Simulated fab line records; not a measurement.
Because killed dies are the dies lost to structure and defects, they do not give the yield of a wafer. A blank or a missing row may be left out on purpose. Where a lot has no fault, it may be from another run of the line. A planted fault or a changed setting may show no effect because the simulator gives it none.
Comparing a struck lot with a sound one + flow sky130 + 21 steps out of a route of 708
Sound: wafers L109.1, L109.4, L109.5. Wafers L120.2, L120.5, L120.6 were the ones struck. The cause is named last.
At each step with rows: each side's tool, then ch and its chambers, then its first start. Under that, the readings that differ: sound wafers + struck wafers + difference of the means + sigmas: that difference in standard deviations of wafers without a fault.
alike: same words and numbers on both sides, and readings whose means sit less than 2 such deviations apart. not compared: any withheld reading, any reading some wafer has no value for, any bound like >300 that may hide the same value, and any number with overlapping values for which the record gives no deviation.
A row with sigmas, a row that says differs or no value, or rows on one side alone: a step with any of these is where the two part. When numbers do not overlap yet have no deviation, they are printed without sigmas and do not part them. A reading missing from all wafers of one side parts the sides only when that side holds two or more wafers.

first, 3 steps without rows for these wafers: SKY_VT_ADJUST_HVTP_EXPOSE_04 (exposes mask HVTPM, target cd 380 nm); SKY_VT_ADJUST_HVTP_PEB_05; SKY_VT_ADJUST_HVTP_DEVELOP_06 (develop time 60 s).
SKY_VT_ADJUST_HVTP_CD_MEAS_07: target cd 380 nm.
  sound: cd-sem-02 at day 6 16:10; struck: cd-sem-02 at day 10 00:39
  alike: cd-nm
SKY_VT_ADJUST_HVTP_OVL_MEAS_08:
  sound: overlay-01 at day 6 16:17; struck: overlay-01 at day 10 00:46
  alike: VT_ADJUST_HVTP_OVL
after that, 1 step had no rows for these wafers: SKY_VT_ADJUST_HVTP_IMPLANT_09.
SKY_VT_ADJUST_HVTP_STRIP_10: strips in O2/N2.
  sound on plasma-asher-04 ch 0,1, day 6 16:28; struck on plasma-asher-01 ch 0,1, day 10 00:56
  alike: drypump-motor-current-A, oes-product-au, strip-time-to-endpoint-s
  not compared: rf-hours-counter-h
SKY_VT_ADJUST_HVTP_TW_MEAS_11:
  sound: film-metro-01 at day 6 16:34; struck: film-metro-02 at day 10 01:03
| reading           | sound          | struck         | difference | sigmas |
|-------------------|----------------|----------------|------------|--------|
| VT_ADJUST_HVTP_TW | 1339 1345 1349 | 1371 1373 1377 | +29        | +2     |
then, 4 steps without rows for these wafers: SKY_VT_ADJUST_LVTN_DEHYDRATE_00 (time 60 s); SKY_VT_ADJUST_LVTN_HMDS_01 (prime time 60 s); SKY_VT_ADJUST_LVTN_COAT_02 (resist thk 3000 nm); SKY_VT_ADJUST_LVTN_SOFTBAKE_03.
SKY_VT_ADJUST_LVTN_EXPOSE_04: exposes mask NWM COMPLEMENT LESS NATIVE, target cd 840 nm.
  sound on iline-stepper-01 ch 0, day 7 02:58; struck on iline-stepper-02 ch 0, day 10 13:19
| reading | sound                                                                                  | struck                  | difference | sigmas |
|---------|----------------------------------------------------------------------------------------|-------------------------|------------|--------|
| mask    | NWM_COMPLEMENT_LESS_NATIVE#0 NWM_COMPLEMENT_LESS_NATIVE#0 NWM_COMPLEMENT_LESS_NATIVE#0 | HVTPM#0 HVTPM#0 HVTPM#0 | differs    |        |
then, 2 steps without rows for these wafers: SKY_VT_ADJUST_LVTN_PEB_05; SKY_VT_ADJUST_LVTN_DEVELOP_06 (develop time 60 s).
SKY_VT_ADJUST_LVTN_OVL_MEAS_07:
  sound: overlay-02 at day 7 12:31; struck: overlay-02 at day 10 23:43
| reading                 | sound          | struck | difference                    | sigmas |
|-------------------------|----------------|--------|-------------------------------|--------|
| VT_ADJUST_LVTN_OVL (nm) | -1.8 -1.3 -0.8 | - - -  | no value on the struck wafers |        |
after that, 1 step had no rows for these wafers: SKY_VT_ADJUST_LVTN_IMPLANT_08.
SKY_VT_ADJUST_LVTN_STRIP_09: strips in O2/N2.
  sound on plasma-asher-01 ch 0, day 7 12:42; struck on plasma-asher-04 ch 0,1, day 10 23:53
| reading                      | sound             | struck            | difference | sigmas |
|------------------------------|-------------------|-------------------|------------|--------|
| strip-time-to-endpoint-s (s) | 37.07 36.97 37.13 | 36.84 36.85 36.86 | -0.21      | -2     |
  alike: drypump-motor-current-A, oes-product-au
  not compared: rf-hours-counter-h
SKY_VT_ADJUST_LVTN_TW_MEAS_10:
  sound: film-metro-04 at day 7 12:48; struck: film-metro-02 at day 11 00:00
| reading           | sound             | struck         | difference | sigmas      |
|-------------------|-------------------|----------------|------------|-------------|
| VT_ADJUST_LVTN_TW | 239.3 241.5 241.4 | 30.1 30.1 30.3 | -210.6     | -99 or more |
then, 1 step without rows for these wafers: SKY_VT_ADJUST_LVTN_DEHYDRATE_11 (time 60 s).
-- the record jumps here: 38 days lie between the struck wafers' starts before and after (it left off in module VT_ADJUST_LVTN and takes up again in module PAD_OPEN, whose first step shown is number 708 of the route) --
SKY_PAD_OPEN_PROBE_99:
  sound: prober-02 at day 46 13:33; struck: prober-01 at day 49 09:58
| reading                                   | sound             | struck            | difference | sigmas |
|-------------------------------------------|-------------------|-------------------|------------|--------|
| killed-at-front-end                       | 14 15 21          | 420 417 418       | +402       | +91    |
| killed-dies                               | 89 82 89          | 492 492 492       | +405       | +44    |
| killed-on-rim                             | 15 12 17          | 96 96 96          | +81        | +23    |
| model.etest.tip-p.rs-ohm-sq               | 6843 6873 6903    | 6393 6366 6382    | -493       |        |
| model.etest.pfet_01v8.r-on-ohm-um         | 2905 2778 2884    | 2731 2704 2662    | -157       |        |
| model.etest.nfet_01v8_lvt.drive-ua-um     | 582.7 590.9 584   | 609.6 623 620     | +31.7      |        |
| model.etest.nfet_01v8.drive-ua-um         | 508.8 519.6 515.9 | 528.2 532.2 536.9 | +17.7      |        |
| model.etest.nfet_01v8_turned.drive-ua-um  | 513.2 519.7 517.7 | 524.2 535.5 541.6 | +16.9      |        |
| model.etest.pfet_01v8.drive-ua-um         | 191.8 201 192.6   | 222.8 221.9 229.8 | +29.7      |        |
| model.etest.nfet_01v8_swapped.drive-ua-um | 511.1 518.2 515.9 | 531.6 534.9 538.5 | +19.9      |        |
| model.etest.pfet_01v8_mvt.drive-ua-um     | 152 157.7 153.2   | 181.6 180.5 186.3 | +28.5      |        |
  alike: killed_at_M0_to_M3, killed_at_M4_up, killed-at-contacts, killed-at-other, killed-open, killed-short

== WHERE THEY PART ==
First at SKY_VT_ADJUST_HVTP_TW_MEAS_11; last, within this record, at SKY_PAD_OPEN_PROBE_99.

WHY: what the simulator had put in
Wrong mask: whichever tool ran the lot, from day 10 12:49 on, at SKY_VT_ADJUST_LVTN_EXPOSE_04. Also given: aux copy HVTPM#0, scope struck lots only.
